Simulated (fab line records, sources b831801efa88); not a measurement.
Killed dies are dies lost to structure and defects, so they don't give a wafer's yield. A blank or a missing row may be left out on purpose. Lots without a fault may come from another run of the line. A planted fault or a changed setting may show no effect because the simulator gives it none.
fab line records | flow gf180mcu
record lots=5 wafers=15 last_day=33
route steps=602 shown CONTACT@290 M1@315
lots that met no fault: from a run of the same line without faults
start_h: hours from the record's first day to the start of the lot's first wafer shown | wait_h: hours since the lot's step before | " the same as in the row above | L1.1+2: a row that stands for several wafers | - no value, or no start given | * or withheld: withheld | < > ~ a bound
route shown NAME@n: a module of which the file shows steps, and the number in the route of the first | usual: mean/standard deviation of fault-free wafers | same: alike in all rows | chamber/n: place in a boat | sites: the reading at each site | _std_site: their standard deviation | _edge_site: outer sites' mean less inner sites' | radius_mm: how far each site lies from the wafer's centre | mask NAME#n: copy n | behind: the tool/chamber that last shaped the wafer | hold: why the lot was held/for how many hours/how that ended | device: the transistor (n, p or np) that didn't switch | end of line: the same wafers' tests at the end of the route | a step without rows: its recipe alone | killed: dies lost to structure and defects at the first sort, not the wafer's yield | map: a wafer's dies, x killed, . not, _ none there
set.NAME: the setting as run; set.NAME@STEP: as run at that earlier step | model.NAME: the simulator's own value behind a step, which no gauge read
lots at some steps of the route; a table a step, a row a wafer
services: from which hour (start_h, from the record's first day; less than 0 if before it) a tool's chamber was out of use, for how many hours, and why
## steps
# step GF_CONTACT_THK_MEAS_03
# recipe reads=SiO2_of_CONTACT_CVD_02
# usual CONTACT_CVD_02_THK=860/15
# columns lot.wafer tool chamber start_h wait_h CONTACT_CVD_02_THK[nm]
L077.2 film_metro-02 - 360.80 0.0 861
L077.3 " - " " 862
L077.5 " - " " 875
L079.3 film_metro-03 - 383.56 0.1 844
L079.5 " - " " 846
L079.6 " - " " 859
L088.1 film_metro-02 - 460.57 0.1 854
L088.2 " - " " 821
L088.4 " - " " 841
L090.1 film_metro-03 - 483.83 0.0 855
L090.4 " - " " 877
L090.6 " - " " 877
L092.2 film_metro-02 - 493.55 0.0 874
L092.3 " - " " 855
L092.5 " - " " 865
# step GF_CONTACT_CMP_04
# recipe material=SiO2 down_force_psi=4 platen_rpm=60 pad_velocity_m_s=0.94248
# usual motor_current_A=12.4/1.2 slurry_filter_dp_kPa=13.48/0.14 time_to_endpoint_s=111/7.4
# columns lot.wafer tool chamber start_h wait_h motor_current_A slurry_filter_dp_kPa time_to_endpoint_s
L077.3 cmp-02 2 360.85 0.0 12.2 13.46 106
L077.2 " 3 " " 13.3 13.47 106
L077.5 " 2 " " 11.3 13.47 111
L079.3 cmp-01 2 383.70 0.1 14.1 13.31 114
L079.5 " 0 " " 13.3 13.23 112
L079.6 " 1 " " 9.6 13.43 118
L088.4 cmp-01 2 460.63 0.0 13.8 13.48 102
L088.1 " 3 " " 12.1 13.47 104
L088.2 " 1 " " 10.8 13.49 95
L090.1 cmp-01 1 483.89 0.1 9.6 13.49 107
L090.4 " 3 " " 12.2 13.23 111
L090.6 " 1 " " 9.6 13.52 117
L092.2 cmp-01 3 493.60 0.0 11.9 13.40 110
L092.3 " 0 " " 13.3 13.55 107
L092.5 " 3 " " 12.5 13.45 106
# step GF_CONTACT_BOW_MEAS_05
# recipe mode=bow
# usual CONTACT_BOW=66/6.6
# columns lot.wafer tool chamber start_h wait_h CONTACT_BOW[um]
L077.2 film_metro-01 - 361.17 0.2 66
L077.3 " - " " 64
L077.5 " - " " 64
L079.3 film_metro-03 - 383.94 0.2 62
L079.5 " - " " 61
L079.6 " - " " 62
L088.1 film_metro-03 - 460.93 0.2 73
L088.2 " - " " 59
L088.4 " - " " 60
L090.1 film_metro-01 - 484.19 0.2 75
L090.4 " - " " 64
L090.6 " - " " 59
L092.2 film_metro-01 - 493.92 0.3 74
L092.3 " - " " 64
L092.5 " - " " 50
# step GF_CONTACT_DEHYDRATE_06
# recipe temp_c=200 time_s=60
# columns lot.wafer tool chamber start_h wait_h
L077.2+3+5 litho_track-04 0 371.93 10.7
L079.3+5+6 litho_track-03 0 394.74 10.8
L088.1+2+4 litho_track-04 0 472.45 11.5
L090.1+4+6 litho_track-01 0 495.69 11.5
L092.2+3+5 litho_track-01 0 505.17 11.2
# step GF_CONTACT_HMDS_07
# recipe prime_time_s=60 prime_temp_c=120
# columns lot.wafer tool chamber start_h wait_h
L077.2+3+5 litho_track-04 0 372.08 0.1
L079.3+5+6 litho_track-03 0 394.89 0.1
L088.1+2+4 litho_track-04 0 472.60 0.1
L090.1+4+6 litho_track-01 0 495.84 0.1
L092.2+3+5 litho_track-01 0 505.32 0.1
# step GF_CONTACT_COAT_08
# recipe resist=BARC temp_c=withheld time_s=withheld spin_rpm=withheld resist_thk_nm=withheld
# usual dispense_pressure_kPa=49/3.9
# columns lot.wafer tool chamber start_h wait_h dispense_pressure_kPa
L077.2 litho_track-04 0 372.23 0.1 46
L077.3 " 0 " " 46
L077.5 " 0 " " 46
L079.3 litho_track-03 0 395.04 0.1 47
L079.5 " 0 " " 47
L079.6 " 0 " " 47
L088.1 litho_track-04 0 472.75 0.1 46
L088.2 " 0 " " 46
L088.4 " 0 " " 46
L090.1 litho_track-01 0 495.99 0.1 55
L090.4 " 0 " " 55
L090.6 " 0 " " 55
L092.2 litho_track-01 0 505.47 0.1 55
L092.3 " 0 " " 55
L092.5 " 0 " " 55
# step GF_CONTACT_COAT_09
# recipe resist=KrF spin_rpm=withheld resist_thk_nm=1000
# usual dispense_pressure_kPa=49/3.9
# columns lot.wafer tool chamber start_h wait_h dispense_pressure_kPa
L077.2 litho_track-04 0 - - 46
L077.3 " 0 " " 46
L077.5 " 0 " " 46
L079.3 litho_track-03 0 - - 47
L079.5 " 0 " " 47
L079.6 " 0 " " 47
L088.1 litho_track-04 0 - - 46
L088.2 " 0 " " 46
L088.4 " 0 " " 46
L090.1 litho_track-01 0 - - 55
L090.4 " 0 " " 55
L090.6 " 0 " " 55
L092.2 litho_track-01 0 - - 55
L092.3 " 0 " " 55
L092.5 " 0 " " 55
# step GF_CONTACT_SOFTBAKE_10
# recipe temp_c=130 time_s=60 resist=KrF
# columns lot.wafer tool chamber start_h wait_h
L077.2+3+5 litho_track-04 0 - -
L079.3+5+6 litho_track-03 0 - -
L088.1+2+4 litho_track-04 0 - -
L090.1+4+6 litho_track-01 0 - -
L092.2+3+5 litho_track-01 0 - -
# step GF_CONTACT_EXPOSE_11
# recipe mask_id=Contact target_cd_nm=220 na=0.68 source_shape=conventional sigma_outer=0.6 dose_mj=38
# columns lot.wafer tool chamber start_h wait_h mask
L077.2+3+5 krf_scanner-01 0 - - Contact#0
L079.3+5+6 krf_scanner-01 0 - - Contact#0
L088.1+2+4 krf_scanner-02 0 - - Contact#0
L090.1+4+6 krf_scanner-01 0 - - Contact#0
L092.2+3+5 krf_scanner-02 0 - - Contact#0
# step GF_CONTACT_PEB_12
# recipe peb_temp_c=135 peb_time_s=90 resist=KrF
# columns lot.wafer tool chamber start_h wait_h
L077.2+3+5 litho_track-04 0 - -
L079.3+5+6 litho_track-04 0 - -
L088.1+2+4 litho_track-01 0 - -
L090.1+4+6 litho_track-04 0 - -
L092.2+3+5 litho_track-04 0 - -
# step GF_CONTACT_DEVELOP_13
# recipe develop_time_s=60 resist=KrF dev_temp_c=21
# columns lot.wafer tool chamber start_h wait_h
L077.2+3+5 litho_track-04 0 383.18 0.2
L079.3+5+6 litho_track-04 0 406.30 0.1
L088.1+2+4 litho_track-01 0 484.54 0.2
L090.1+4+6 litho_track-04 0 508.35 0.2
L092.2+3+5 litho_track-04 0 517.02 0.2
# step GF_CONTACT_CD_MEAS_14
# recipe target_cd_nm=220
# usual cd_nm=219.9/1.2
# columns lot.wafer tool chamber start_h wait_h cd_nm
L077.2 cd_sem-02 - 383.32 0.1 218.6
L077.3 " - " " 218.4
L077.5 " - " " 218.2
L079.3 cd_sem-01 - 406.44 0.1 220.1
L079.5 " - " " 218.6
L079.6 " - " " 218.9
L088.1 cd_sem-01 - 484.69 0.1 220.3
L088.2 " - " " 220.9
L088.4 " - " " 219.5
L090.1 cd_sem-02 - 508.50 0.1 222.4
L090.4 " - " " 221.4
L090.6 " - " " 220.9
L092.2 cd_sem-01 - 517.17 0.1 219.7
L092.3 " - " " 219.2
L092.5 " - " " 218.9
# step GF_CONTACT_OVL_MEAS_15
# usual CONTACT_OVL=2/4.8
# columns lot.wafer tool chamber start_h wait_h CONTACT_OVL[nm]
L077.2 overlay-01 - 383.43 0.1 8
L077.3 " - " " 7
L077.5 " - " " 5
L079.3 overlay-02 - 406.53 0.1 -2
L079.5 " - " " 2
L079.6 " - " " 1
L088.1 overlay-02 - 484.81 0.1 12
L088.2 " - " " -1
L088.4 " - " " 5
L090.1 overlay-01 - 508.62 0.1 4
L090.4 " - " " 8
L090.6 " - " " 5
L092.2 overlay-01 - 517.27 0.1 1
L092.3 " - " " 6
L092.5 " - " " -1
# step GF_CONTACT_ETCH_16
# recipe chemistry=N2/H2 target_depth_a=withheld overetch_a=withheld time_s=withheld target=BARC ion_energy_ev=200 source_w=500 bias_w=100 pressure_mtorr=30 n2_flow_sccm=100 h2_flow_sccm=200
# usual drypump_motor_current_A=5.6/0.51 oes_product_au=0.854/0.0046 throttle_valve_pct=13.225/0.0082
# columns lot.wafer tool chamber start_h wait_h drypump_motor_current_A oes_product_au throttle_valve_pct
L077.2 rie_diel-04 0 383.46 0.0 6.2 0.858 13.225
L077.3 " 1 " " 5.4 0.855 13.215
L077.5 " 3 " " 6.4 0.856 13.220
L079.3 rie_diel-02 0 406.56 0.0 6.0 0.856 13.214
L079.5 " 0 " " 6.0 0.858 13.224
L079.6 " 1 " " 6.0 0.858 13.225
L088.1 rie_diel-02 2 484.85 0.0 5.1 0.856 13.233
L088.2 " 1 " " 6.0 0.855 13.222
L088.4 " 0 " " 6.0 0.851 13.232
L090.1 rie_diel-03 3 508.65 0.0 5.0 0.855 13.232
L090.4 " 0 " " 5.6 0.847 13.216
L090.6 " 0 " " 5.7 0.852 13.227
L092.2 rie_diel-03 0 517.30 0.0 5.7 0.859 13.232
L092.3 " 1 " " 5.0 0.858 13.222
L092.5 " 3 " " 5.0 0.855 13.212
# step GF_CONTACT_ETCH_17
# recipe chemistry=C4F8/O2/Ar mask_material=KrF target=SiO2 stop_on=CoSi2 source_w=1500 bias_w=1200 pressure_mtorr=40 c4f8_flow_sccm=withheld O2_flow_sccm=6 Ar_flow_sccm=300 time_s=withheld target_depth_a=8600
# usual oes_product_au=0.814/0.005
# columns lot.wafer tool chamber start_h wait_h oes_product_au
L077.2 rie_diel-04 0 - - 0.808
L077.3 " 1 " " 0.812
L077.5 " 3 " " 0.818
L079.3 rie_diel-02 0 - - 0.810
L079.5 " 0 " " 0.823
L079.6 " 1 " " 0.812
L088.1 rie_diel-02 2 - - 0.807
L088.2 " 1 " " 0.811
L088.4 " 0 " " 0.812
L090.1 rie_diel-03 3 - - 0.814
L090.4 " 0 " " 0.812
L090.6 " 0 " " 0.818
L092.2 rie_diel-03 0 - - 0.806
L092.3 " 1 " " 0.815
L092.5 " 3 " " 0.820
# step GF_CONTACT_STRIP_18
# recipe chemistry=O2/N2 power_w=1400 pressure_mtorr=1500 platen_temp_c=250 o2_flow_sccm=3000 n2_flow_sccm=300 overash_fraction=0.5
# usual drypump_motor_current_A=5.9/0.4 heater_power_w=329/31 oes_product_au=0.580/0.0052
# columns lot.wafer tool chamber start_h wait_h drypump_motor_current_A heater_power_w oes_product_au rf_hours_counter_h
L077.2 plasma_asher-03 0 383.62 - 6.3 279 0.586 64
L077.3 " 0 " " 6.2 280 0.585 -
L077.5 " 1 " " 5.4 309 0.580 -
L079.3 plasma_asher-01 0 406.75 - 5.4 364 0.575 -
L079.5 " 1 " " 6.6 309 0.583 -
L079.6 " 0 " " 5.5 362 0.582 -
L088.1 plasma_asher-03 1 485.01 - 5.4 306 0.585 74
L088.2 " 0 " " 6.3 283 0.587 74
L088.4 " 1 " " 5.4 308 0.574 -
L090.1 plasma_asher-03 1 508.82 - 5.4 308 0.588 76
L090.4 " 1 " " 5.4 310 0.584 -
L090.6 " 0 " " 6.2 282 0.578 -
L092.2 plasma_asher-02 1 517.47 - 6.0 359 0.581 9
L092.3 " 0 " " 5.7 349 0.584 -
L092.5 " 0 " " 5.7 354 0.579 -
# step GF_CONTACT_CLEAN_19
# recipe chemistry=SPM
# columns lot.wafer tool chamber start_h wait_h
L077.2+3+5 wet_bench-03 0 383.72 0.1
L079.3+5+6 wet_bench-02 0 406.82 0.0
L088.1+2+4 wet_bench-03 0 485.11 0.1
L090.1+4+6 wet_bench-03 3 508.92 0.1
L092.2+3+5 wet_bench-02 2 517.57 0.1
# step GF_CONTACT_CLEAN_20
# recipe chemistry=DIW
# columns lot.wafer tool chamber start_h wait_h
L077.2+3+5 wet_bench-04 1 383.81 0.0
L079.3+5+6 wet_bench-03 0 406.91 0.0
L088.1+2+4 wet_bench-02 1 485.21 0.0
L090.1+4+6 wet_bench-02 1 509.02 0.0
L092.2+3+5 wet_bench-04 0 517.66 0.0
# step GF_CONTACT_CLEAN_21
# recipe chemistry=dHF time_s=20 dilution=100:1 dry=ipa_marangoni
# columns lot.wafer tool chamber start_h wait_h
L077.2+3+5 wet_bench-03 1 383.90 0.0
L079.3+5+6 wet_bench-02 3 407.00 0.0
L088.1+2+4 wet_bench-03 3 485.30 0.0
L090.1+4+6 wet_bench-03 0 509.11 0.0
L092.2+3+5 wet_bench-03 2 517.75 0.0
# step GF_CONTACT_SPUTTER_22
# recipe material=Ti target_thk_nm=15 chamber_pressure_pa=5 power_w=2500 substrate_temp_c=200 time_s=80.02
# usual throttle_valve_pct=30.5/0.79
# columns lot.wafer tool chamber start_h wait_h throttle_valve_pct
L077.2 pvd_sputter-02 - 383.92 0.0 30.1
L077.3 " - " " 30.5
L077.5 " - " " 30.2
L079.3 pvd_sputter-01 - 407.02 0.0 30.0
L079.5 " - " " 30.5
L079.6 " - " " 30.5
L088.1 pvd_sputter-02 - 485.31 0.0 29.2
L088.2 " - " " 31.8
L088.4 " - " " 30.4
L090.1 pvd_sputter-02 - 509.12 0.0 30.0
L090.4 " - " " 31.9
L090.6 " - " " 30.1
L092.2 pvd_sputter-03 - 517.77 0.0 31.2
L092.3 " - " " 30.6
L092.5 " - " " 30.9
# step GF_CONTACT_SPUTTER_23
# recipe material=TiN target_thk_nm=10 chamber_pressure_pa=4.79 power_w=4000 time_s=40
# usual throttle_valve_pct=30.5/0.76
# columns lot.wafer tool chamber start_h wait_h throttle_valve_pct
L077.2 pvd_sputter-02 - 383.98 0.0 30.4
L077.3 " - " " 30.5
L077.5 " - " " 30.2
L079.3 pvd_sputter-01 - 407.08 0.0 30.2
L079.5 " - " " 30.0
L079.6 " - " " 30.4
L088.1 pvd_sputter-02 - 485.37 0.0 29.2
L088.2 " - " " 31.8
L088.4 " - " " 30.5
L090.1 pvd_sputter-02 - 509.19 0.0 30.2
L090.4 " - " " 31.7
L090.6 " - " " 30.4
L092.2 pvd_sputter-03 - 517.83 0.0 31.2
L092.3 " - " " 30.6
L092.5 " - " " 30.5
# step GF_CONTACT_CVD_24
# recipe material=W target_thk_nm=300 time_s=90.339 temp_c=400 pressure_torr=40
# usual heater_power_w=762/41
# columns lot.wafer tool chamber start_h wait_h heater_power_w
L077.2 cvd_w-02 0 384.02 0.0 795
L077.3 " 1 " " 695
L077.5 " 0 " " 806
L079.3 cvd_w-02 0 407.15 0.1 800
L079.5 " 1 " " 713
L079.6 " 0 " " 822
L088.1 cvd_w-01 1 485.41 0.0 787
L088.2 " 0 " " 775
L088.4 " 0 " " 752
L090.1 cvd_w-01 0 509.23 0.0 752
L090.4 " 1 " " 770
L090.6 " 0 " " 764
L092.2 cvd_w-02 0 517.87 0.0 796
L092.3 " 1 " " 688
L092.5 " 1 " " 701
# step GF_CONTACT_RS_MEAS_25
# recipe thk_meas_gauge=four-point-probe reads=W_of_CONTACT_CVD_24+TiN_of_CONTACT_SPUTTER_23+Ti_of_CONTACT_SPUTTER_22
# usual CONTACT_W_RS=0.381/0.007
# columns lot.wafer tool chamber start_h wait_h CONTACT_W_RS[ohm/sq]
L077.2 film_metro-01 - 384.14 0.1 0.381
L077.3 " - " " 0.389
L077.5 " - " " 0.385
L079.3 film_metro-01 - 407.26 0.1 0.377
L079.5 " - " " 0.390
L079.6 " - " " 0.383
L088.1 film_metro-03 - 485.51 0.1 0.376
L088.2 " - " " 0.368
L088.4 " - " " 0.369
L090.1 film_metro-01 - 509.33 0.1 0.370
L090.4 " - " " 0.382
L090.6 " - " " 0.365
L092.2 film_metro-02 - 517.99 0.1 0.377
L092.3 " - " " 0.389
L092.5 " - " " 0.387
# step GF_CONTACT_THK_MEAS_26
# recipe thk_meas_gauge=xrf reads=W_of_CONTACT_CVD_24
# usual CONTACT_W_THK=286/5.2
# columns lot.wafer tool chamber start_h wait_h CONTACT_W_THK[nm]
L077.2 film_metro-01 - 384.25 0.1 289
L077.3 " - " " 282
L077.5 " - " " 284
L079.3 film_metro-01 - 407.36 0.1 289
L079.5 " - " " 280
L079.6 " - " " 286
L088.1 film_metro-03 - 485.63 0.1 288
L088.2 " - " " 293
L088.4 " - " " 296
L090.1 film_metro-01 - 509.45 0.1 293
L090.4 " - " " 283
L090.6 " - " " 294
L092.2 film_metro-02 - 518.10 0.1 293
L092.3 " - " " 286
L092.5 " - " " 285
# step GF_CONTACT_CMP_27
# recipe stop_on=SiO2 down_force_psi=3.5 platen_rpm=60 t_overpolish_s=15 target_thk_nm=0 pad_velocity_m_s=0.94248
# usual motor_current_A=11.4/1.1 overpolish_run_s=15.000/0.0089 slurry_filter_dp_kPa=13.50/0.13 time_to_endpoint_s=71/4.2
# columns lot.wafer tool chamber start_h wait_h motor_current_A overpolish_run_s slurry_filter_dp_kPa time_to_endpoint_s
L077.2 cmp-01 3 384.35 0.1 12.0 15.009 13.61 72
L077.3 " 0 " " 11.9 14.996 13.48 75
L077.5 " 3 " " 11.5 14.991 13.51 71
L079.3 cmp-02 3 407.64 0.3 12.5 14.994 13.21 68
L079.6 " 3 " " 12.1 15.006 13.70 64
L079.5 " 0 " " 10.3 15.003 13.46 72
L088.1 cmp-01 2 485.69 0.1 11.8 14.998 13.39 74
L088.2 " 0 " " 12.1 14.996 13.48 74
L088.4 " 1 " " 8.6 14.990 13.61 75
L090.4 cmp-02 0 509.51 0.0 10.8 15.000 13.51 72
L090.1 " 2 " " 11.0 14.994 13.43 65
L090.6 " 0 " " 10.0 15.001 13.76 77
L092.2 cmp-01 2 518.20 0.1 12.9 15.007 13.44 79
L092.3 " 0 " " 12.2 15.000 13.64 74
L092.5 " 1 " " 8.9 14.998 13.27 71
# step GF_M1_SPUTTER_00
# recipe material=Ti target_thk_nm=37.5 arriving_ion_energy_ev=80 substrate_temp_c=200 chamber_pressure_pa=2 power_w=4000 time_s=150
# usual throttle_valve_pct=30.5/0.73
# columns lot.wafer tool chamber start_h wait_h throttle_valve_pct
L077.2 pvd_sputter-03 - 384.60 0.2 30.6
L077.3 " - " " 30.2
L077.5 " - " " 30.8
L079.3 pvd_sputter-03 - 407.94 0.2 30.2
L079.5 " - " " 31.3
L079.6 " - " " 30.3
L088.1 pvd_sputter-03 - 485.99 0.2 31.2
L088.2 " - " " 30.2
L088.4 " - " " 30.6
L090.1 pvd_sputter-02 - 509.81 0.1 30.5
L090.4 " - " " 30.3
L090.6 " - " " 30.4
L092.2 pvd_sputter-04 - 518.45 0.2 29.2
L092.3 " - " " 29.8
L092.5 " - " " 30.0
# step GF_M1_SPUTTER_01
# recipe material=TiN target_thk_nm=30 power_w=6500 time_s=25 chamber_pressure_pa=0.4
# usual throttle_valve_pct=30.5/0.76
# columns lot.wafer tool chamber start_h wait_h throttle_valve_pct
L077.2 pvd_sputter-03 - 384.70 0.1 30.7
L077.3 " - " " 30.2
L077.5 " - " " 30.7
L079.3 pvd_sputter-03 - 408.04 0.1 30.2
L079.5 " - " " 31.4
L079.6 " - " " 30.3
L088.1 pvd_sputter-03 - 486.09 0.1 31.3
L088.2 " - " " 30.6
L088.4 " - " " 30.9
L090.1 pvd_sputter-02 - 509.92 0.1 30.3
L090.4 " - " " 30.4
L090.6 " - " " 30.3
L092.2 pvd_sputter-04 - 518.55 0.1 29.4
L092.3 " - " " 29.9
L092.5 " - " " 29.8
# step GF_M1_SPUTTER_02
# recipe material=AlCu target_thk_nm=450 power_w=10600 time_s=23.9 chamber_pressure_pa=0.4
# usual throttle_valve_pct=30.5/0.73
# columns lot.wafer tool chamber start_h wait_h throttle_valve_pct
L077.2 pvd_sputter-03 - 384.73 0.0 31.0
L077.3 " - " " 30.4
L077.5 " - " " 30.7
L079.3 pvd_sputter-03 - 408.07 0.0 30.2
L079.5 " - " " 31.5
L079.6 " - " " 30.6
L088.1 pvd_sputter-03 - 486.12 0.0 31.5
L088.2 " - " " 30.4
L088.4 " - " " 30.6
L090.1 pvd_sputter-02 - 509.95 0.0 30.2
L090.4 " - " " 30.4
L090.6 " - " " 30.4
L092.2 pvd_sputter-04 - 518.58 0.0 29.2
L092.3 " - " " 30.2
L092.5 " - " " 29.7
# step GF_M1_SPUTTER_03
# recipe material=Ti target_thk_nm=10 substrate_temp_c=300 chamber_pressure_pa=0.3 power_w=3000 time_s=6.7
# usual throttle_valve_pct=30.5/0.75
# columns lot.wafer tool chamber start_h wait_h throttle_valve_pct
L077.2 pvd_sputter-03 - 384.76 0.0 30.9
L077.3 " - " " 30.5
L077.5 " - " " 30.5
L079.3 pvd_sputter-03 - 408.10 0.0 30.3
L079.5 " - " " 31.3
L079.6 " - " " 30.3
L088.1 pvd_sputter-03 - 486.15 0.0 31.3
L088.2 " - " " 30.4
L088.4 " - " " 30.9
L090.1 pvd_sputter-02 - 509.99 0.0 30.2
L090.4 " - " " 30.3
L090.6 " - " " 30.1
L092.2 pvd_sputter-04 - 518.61 0.0 29.3
L092.3 " - " " 29.8
L092.5 " - " " 29.9
# step GF_M1_SPUTTER_04
# recipe material=TiN target_thk_nm=50 power_w=6500 time_s=41.7 chamber_pressure_pa=0.4
# usual throttle_valve_pct=30.5/0.71
# columns lot.wafer tool chamber start_h wait_h throttle_valve_pct
L077.2 pvd_sputter-03 - 384.78 0.0 30.5
L077.3 " - " " 30.5
L077.5 " - " " 30.4
L079.3 pvd_sputter-03 - 408.12 0.0 30.2
L079.5 " - " " 31.4
L079.6 " - " " 30.3
L088.1 pvd_sputter-03 - 486.17 0.0 31.3
L088.2 " - " " 30.6
L088.4 " - " " 30.9
L090.1 pvd_sputter-02 - 510.01 0.0 30.5
L090.4 " - " " 30.5
L090.6 " - " " 30.3
L092.2 pvd_sputter-04 - 518.63 0.0 29.6
L092.3 " - " " 30.0
L092.5 " - " " 30.0
# step GF_M1_RS_MEAS_05
# recipe thk_meas_gauge=four-point-probe reads=TiN_of_M1_SPUTTER_04+Ti_of_M1_SPUTTER_03+AlCu_of_M1_SPUTTER_02+TiN_of_M1_SPUTTER_01+Ti_of_M1_SPUTTER_00
# usual M1_ALCU_RS=0.0694/0.00076
# columns lot.wafer tool chamber start_h wait_h M1_ALCU_RS[ohm/sq]
L077.2 film_metro-04 - 384.84 0.0 0.0695
L077.3 " - " " 0.0696
L077.5 " - " " 0.0692
L079.3 film_metro-02 - 408.20 0.1 0.0694
L079.5 " - " " 0.0691
L079.6 " - " " 0.0690
L088.1 film_metro-04 - 486.21 0.0 0.0681
L088.2 " - " " 0.0689
L088.4 " - " " 0.0685
L090.1 film_metro-02 - 510.05 0.0 0.0693
L090.4 " - " " 0.0697
L090.6 " - " " 0.0695
L092.2 film_metro-01 - 518.69 0.0 0.0687
L092.3 " - " " 0.0702
L092.5 " - " " 0.0701
# step GF_M1_THK_MEAS_06
# recipe thk_meas_gauge=xrf reads=AlCu_of_M1_SPUTTER_02
# usual M1_ALCU_THK=447/4.9
# columns lot.wafer tool chamber start_h wait_h M1_ALCU_THK[nm]
L077.2 film_metro-04 - 384.95 0.1 445
L077.3 " - " " 447
L077.5 " - " " 448
L079.3 film_metro-02 - 408.30 0.1 446
L079.5 " - " " 449
L079.6 " - " " 445
L088.1 film_metro-04 - 486.33 0.1 456
L088.2 " - " " 453
L088.4 " - " " 456
L090.1 film_metro-02 - 510.17 0.1 446
L090.4 " - " " 442
L090.6 " - " " 447
L092.2 film_metro-01 - 518.80 0.1 450
L092.3 " - " " 439
L092.5 " - " " 441
# step GF_M1_DEHYDRATE_07
# recipe temp_c=200 time_s=60
# columns lot.wafer tool chamber start_h wait_h
L077.2+3+5 litho_track-01 0 396.27 11.3
L079.3+5+6 litho_track-02 0 419.61 11.3
L088.1+2+4 litho_track-02 0 498.11 11.8
L090.1+4+6 litho_track-02 0 521.06 10.9
L092.2+3+5 litho_track-02 0 529.78 11.0
# step GF_M1_HMDS_08
# recipe prime_time_s=60 prime_temp_c=120
# columns lot.wafer tool chamber start_h wait_h
L077.2+3+5 litho_track-01 0 396.42 0.1
L079.3+5+6 litho_track-02 0 419.76 0.1
L088.1+2+4 litho_track-02 0 498.26 0.1
L090.1+4+6 litho_track-02 0 521.21 0.1
L092.2+3+5 litho_track-02 0 529.93 0.1
# step GF_M1_COAT_09
# recipe resist=KrF spin_rpm=withheld resist_thk_nm=1000
# usual dispense_pressure_kPa=48/4.8
# columns lot.wafer tool chamber start_h wait_h dispense_pressure_kPa
L077.2 litho_track-01 0 396.57 0.1 55
L077.3 " 0 " " 55
L077.5 " 0 " " 55
L079.3 litho_track-02 0 419.91 0.1 44
L079.5 " 0 " " 44
L079.6 " 0 " " 44
L088.1 litho_track-02 0 498.41 0.1 44
L088.2 " 0 " " 44
L088.4 " 0 " " 44
L090.1 litho_track-02 0 521.36 0.1 44
L090.4 " 0 " " 44
L090.6 " 0 " " 44
L092.2 litho_track-02 0 530.08 0.1 44
L092.3 " 0 " " 44
L092.5 " 0 " " 44
# step GF_M1_SOFTBAKE_10
# recipe temp_c=130 time_s=60 resist=KrF
# columns lot.wafer tool chamber start_h wait_h
L077.2+3+5 litho_track-01 0 396.72 0.1
L079.3+5+6 litho_track-02 0 420.06 0.1
L088.1+2+4 litho_track-02 0 498.56 0.1
L090.1+4+6 litho_track-02 0 521.51 0.1
L092.2+3+5 litho_track-02 0 530.23 0.1
# step GF_M1_EXPOSE_11
# recipe mask_id=Metal1 target_cd_nm=230 na=0.68 source_shape=conventional sigma_outer=0.6 dose_mj=28
# columns lot.wafer tool chamber start_h wait_h mask
L077.2+3+5 krf_scanner-02 0 - - Metal1#0
L079.3+5+6 krf_scanner-01 0 - - Metal1#0
L088.1+2+4 krf_scanner-01 0 - - Metal1#0
L090.1+4+6 krf_scanner-02 0 - - Metal1#0
L092.2+3+5 krf_scanner-02 0 - - Metal1#0
# step GF_M1_PEB_12
# recipe peb_temp_c=135 peb_time_s=90 resist=KrF
# columns lot.wafer tool chamber start_h wait_h
L077.2+3+5 litho_track-02 0 - -
L079.3+5+6 litho_track-02 0 - -
L088.1+2+4 litho_track-04 0 - -
L090.1+4+6 litho_track-04 0 - -
L092.2+3+5 litho_track-04 0 - -
# step GF_M1_DEVELOP_13
# recipe develop_time_s=60.94 dev_temp_c=21
# columns lot.wafer tool chamber start_h wait_h
L077.2+3+5 litho_track-02 0 408.13 0.2
L079.3+5+6 litho_track-02 0 431.71 0.1
L088.1+2+4 litho_track-04 0 510.10 0.2
L090.1+4+6 litho_track-04 0 533.20 0.2
L092.2+3+5 litho_track-04 0 541.27 0.2
## services
# columns tool chamber start_h hours kind
krf_scanner-01 - 345.30 3.6 pm
krf_scanner-02 - 348.86 1.3 pm
krf_scanner-01 - 351.13 4.0 pm
pvd_sputter-04 - 364.96 2.6 repair
krf_scanner-01 - 365.81 0.8 pm
krf_scanner-02 - 370.84 3.4 repair
krf_scanner-02 - 381.69 1.1 repair
krf_scanner-01 - 391.37 1.3 pm
cmp-01 - 391.41 1.3 repair
pvd_sputter-03 - 397.65 7.7 repair
cmp-01 - 397.71 0.3 repair
krf_scanner-02 - 401.45 0.8 pm
pvd_sputter-03 - 402.15 2.9 repair
cmp-01 - 404.00 4.0 pm
krf_scanner-01 - 415.72 1.0 pm
krf_scanner-02 - 420.05 1.0 pm
pvd_sputter-03 - 423.68 10.5 repair
krf_scanner-01 - 433.81 1.6 repair
krf_scanner-02 - 456.67 0.5 repair
cmp-01 - 464.52 3.0 repair
pvd_sputter-02 - 466.35 2.1 repair
krf_scanner-02 - 485.01 2.2 repair
cmp-01 - 497.08 0.8 repair
pvd_sputter-02 - 514.93 9.7 repair
## key
fault none
